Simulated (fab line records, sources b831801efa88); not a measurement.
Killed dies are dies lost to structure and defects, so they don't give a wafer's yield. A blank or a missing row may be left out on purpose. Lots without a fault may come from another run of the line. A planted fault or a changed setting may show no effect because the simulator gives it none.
Problem report in the 8D (eight disciplines) form, filled by code | flow sfq_line | the parts of the form that need people (team, actions taken, sign-off) are left out

1. THE PROBLEM
spin_speed_rpm at SFQ_TRILAYER_I7_VIA_LITHO_COAT_192 reads a mean of 3099.6 rpm on 6 wafers of 2 lots; wafers without a fault read 3000.0 rpm with a standard deviation of 2. That is +50 standard deviations from the usual mean.
The step: resist thk 62 nm.
First seen on wafer L487.4, day 67 05:16, on litho_track-04. The record holds 18 wafers of 6 lots with a number at this step. Rule for "out", or "out of limits": more than 4 standard deviations from the usual mean. The other wafers with a number count as sound.

2. WHAT IT IS AND WHAT IT IS NOT
question                    | is                     | is not
which readings at this step | spin_speed_rpm         | resist_line_temp_C
which lots                  | L487, L488             | L481, L482, L486, L492
which wafers of those lots  | all that have a number | -
read on which tools         | litho_track-04         | litho_track-02
when                        | from day 67 05:16      | up to then (9 sound wafers); but 3 sound wafers of L492 came after

3. SUSPECTS, AND WHAT RULES EACH OUT
Counting: a tool at a process step up to the reading stays a suspect if it ran every lot that is out and no sound lot after the first of them.
- litho_track-04 at SFQ_TRILAYER_I7_VIA_LITHO_COAT_192 (resist thk 62 nm): kept. It ran every lot that is out, first L487 (day 67 05:16), and no sound lot after that; its last sound lot up to then is L482 (day 66 14:40). Its own readings are out on those wafers: spin_speed_rpm.
Left after counting: litho_track-04 at SFQ_TRILAYER_I7_VIA_LITHO_COAT_192.

4. THE CAUSE (what the simulator had put in)
Process parameter drift: litho_track-04, from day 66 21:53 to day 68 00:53, at SFQ_TRILAYER_I7_VIA_LITHO_COAT_192. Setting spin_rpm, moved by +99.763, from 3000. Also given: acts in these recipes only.
Counting left only this tool.

5. THE CHAIN OF EFFECTS, in route order
Each row: a reading whose mean over the struck wafers that have a number lies more than 3 standard deviations from the usual. Only readings for which the record gives a usual standard deviation are gone through. hours: the time from each lot's start at the first step in this table that gives one to its start at this step, as a median over the lots. sigmas: the change in usual standard deviations.
hours | step                               | reading        | usual      | on struck wafers | change | sigmas
0     | SFQ_TRILAYER_I7_VIA_LITHO_COAT_192 | spin_speed_rpm | 3000.0 rpm | 3099.6           | +99.6  | +50
The process steps in it:
- SFQ_TRILAYER_I7_VIA_LITHO_COAT_192: resist thk 62 nm.
Later measuring or inspecting steps at which every struck wafer that the step has a row for has a number for every such reading, and none has moved that far: SFQ_I7_OVL_MEAS_947.

6. WHAT WOULD HAVE CAUGHT IT SOONER
In this record the first reading out of limits was taken at day 67 05:16, 7 hours after the fault began at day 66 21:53.
